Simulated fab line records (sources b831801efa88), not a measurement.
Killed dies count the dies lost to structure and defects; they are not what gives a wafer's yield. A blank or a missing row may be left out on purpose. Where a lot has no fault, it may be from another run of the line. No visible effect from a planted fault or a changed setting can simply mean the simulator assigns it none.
Problem report, 8D (eight disciplines) form, completed by code || flow sky130 || the parts of the form that need people (team, actions taken, sign-off) are left out

## 1. THE ISSUE
SKY_METAL3_SPUTTER_04, chamber-pressure-pa: mean 0.4258 Pa over 1 wafer from 1 lot; wafers with no fault: 0.4001 Pa, standard deviation 0.00079. Relative to the usual mean, that is a shift of +33 standard deviations.
The step: material TiN, target thk 70 nm, time 58.3 s.
Earliest sighting: wafer L335.2 on pvd-sputter-01 at day 38 04:58. Wafers with a number at this step in the record: 36, from 12 lots. The rule behind "out" and "out of limits": a value lying over 4 standard deviations away from the usual mean. The other wafers with a number count as sound.

## 2. WHAT THIS IS AND IS NOT
{"question": "which readings at this step", "is": "chamber-pressure-pa", "is not": "throttle-valve-pct"}
{"question": "which lots", "is": "L335", "is not": "L330, L331, L332, L343, L346, L347, L348, L349, L350, L351, L352"}
{"question": "which wafers of those lots", "is": "L335.2", "is not": "L335.3, L335.4"}
{"question": "read on which tools", "is": "pvd-sputter-01", "is not": "pvd-sputter-04"}
{"question": "when", "is": "from day 38 04:58", "is not": "up to then (11 sound wafers); but 24 sound wafers of L343, L346, L347, L348, L349, L350, L351, L352 came after"}

## 3. THE SUSPECTS, EACH WITH WHAT RULES IT OUT
Counting: a tool at a process step up to the reading stays a suspect if it ran every lot that is out. Sound lots after the first of them don't rule it out here, since some wafers of a struck lot are sound.
- plasma-asher-02 at SKY_METAL2_STRIP_20 (strips in O2/N2): kept. The lot that is out, L335, ran on it at day 36 23:27; the last sound lot it ran before that was L330, at day 34 19:24.
- pvd-sputter-01 at SKY_METAL3_SPUTTER_04 (material TiN, target thk 70 nm, time 58.3 s): kept. The lot that is out, L335, ran on it at day 38 04:58; the last sound lot it ran before that was L331, at day 36 12:07. Out on those wafers are its own readings of chamber-pressure-pa.
Left after counting: plasma-asher-02 at SKY_METAL2_STRIP_20, pvd-sputter-01 at SKY_METAL3_SPUTTER_04.

## 4. THE CAUSE (what the simulator had put in)
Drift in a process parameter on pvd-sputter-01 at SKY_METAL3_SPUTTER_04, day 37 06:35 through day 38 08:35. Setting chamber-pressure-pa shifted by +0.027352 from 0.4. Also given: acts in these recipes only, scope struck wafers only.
2 suspects survive the count, and this tool is in that group.

## 5. SEQUENCE OF EFFECTS, ordered by route
Each row: a reading where the mean over the struck wafers with a number is more than 3 standard deviations away from the usual. Scope: only readings with a usual standard deviation given in the record; hours: median across lots of the time from each lot's start at the first step in this table that gives one to its start at this step; sigmas: change in usual standard deviations.
{"hours": 0, "step": "SKY_METAL3_SPUTTER_04", "reading": "chamber-pressure-pa", "usual": "0.4001 Pa", "on struck wafers": 0.4258, "change": "+0.0257", "sigmas": "+33"}
Here are the process steps it includes:
- SKY_METAL3_SPUTTER_04: material TiN, target thk 70 nm, time 58.3 s.

## 6. HOW IT WOULD HAVE BEEN CAUGHT EARLIER
In this record no reading fell out of limits until day 38 04:58, 22 hours after the fault had begun at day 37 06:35.
